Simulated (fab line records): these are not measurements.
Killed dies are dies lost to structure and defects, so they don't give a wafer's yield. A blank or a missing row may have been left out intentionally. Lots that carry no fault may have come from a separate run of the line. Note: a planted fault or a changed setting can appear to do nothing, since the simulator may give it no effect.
Code-filled problem report in 8D (eight disciplines) form || flow sky130 || the parts of the form that need people (team, actions taken, sign-off) are left out

1. WHAT IS WRONG
Mean of dose_ions_cm2 at SKY_LDD_LDN_IMPLANT_11: 8.8612e+12 across 6 wafers in 2 lots; on wafers with no fault it is 1.2501e+13 (standard deviation 1.2e+10). That is -99 or more standard deviations from the usual mean.
Earliest sighting: wafer L743.3 on implanter-01 at day 26 07:41. The record has a number at this step for 36 wafers belonging to 12 lots. The rule behind "out" and "out of limits": a value lying over 4 standard deviations away from the usual mean. Any other wafer with a number is counted as sound.

2. WHAT IT IS AND WHAT IT IS NOT
{"question": "which readings at this step", "is": "dose_ions_cm2, faraday_current_uA", "is not": "end_station_pressure_torr"}
{"question": "which lots", "is": "L743, L745", "is not": "L734, L736, L738, L739, L742, L749, L754, L755, L756, L757"}
{"question": "which wafers of those lots", "is": "all that have a number", "is not": "-"}
{"question": "read on which tools", "is": "implanter-01", "is not": "implanter-02, implanter-03"}
{"question": "when", "is": "from day 26 07:41", "is not": "up to then (15 sound wafers); but 15 sound wafers of L749, L754, L755, L756, L757 came after"}

3. WHAT RULES OUT EACH SUSPECT
Counting: a tool at any process step up to the reading remains a suspect when it ran all the lots that are out and ran no sound lot after the first of those.
- implanter-01 at SKY_LDD_LDN_IMPLANT_11: ruled out as a lasting fault. Following L743 (day 26 07:41), the first lot on it that is out, the sound lots L756, L757 were run on it.
Left after counting: nothing in the record.

4. THE CAUSE (what the simulator had put in)
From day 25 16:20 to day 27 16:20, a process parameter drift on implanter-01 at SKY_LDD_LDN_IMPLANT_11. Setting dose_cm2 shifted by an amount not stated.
Counting ruled it out, wrongly.

5. THE CHAIN OF EFFECTS, in route order
Each row: a reading where the mean over the struck wafers with a number is more than 3 standard deviations away from the usual. Only readings whose record carries a usual standard deviation are examined. hours: median over the lots of the time between each lot's start at the first step of this table that gives one and its start at this step. sigmas: the change, counted in usual standard deviations.
{"hours": 0, "step": "SKY_LDD_LDN_IMPLANT_11", "reading": "dose_ions_cm2", "usual": 1.2501e+13, "on struck wafers": 8.8612e+12, "change": -3.6398e+12, "sigmas": "-99 or more"}
{"hours": 0, "step": "SKY_LDD_LDN_IMPLANT_11", "reading": "faraday_current_uA", "usual": 70.5, "on struck wafers": 50.5, "change": -20.0, "sigmas": -13}
The process steps in it:
- SKY_LDD_LDN_IMPLANT_11
Later steps that measure or inspect, where all struck wafers having a row at the step show a number for every such reading and not one has moved that far: SKY_SD_N_OVL_MEAS_08, SKY_METAL1_THK_MEAS_06.

6. WHAT WOULD HAVE CAUGHT IT SOONER
The fault began at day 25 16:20; the first out-of-limits reading in this record came at day 26 07:41, 15 hours later.
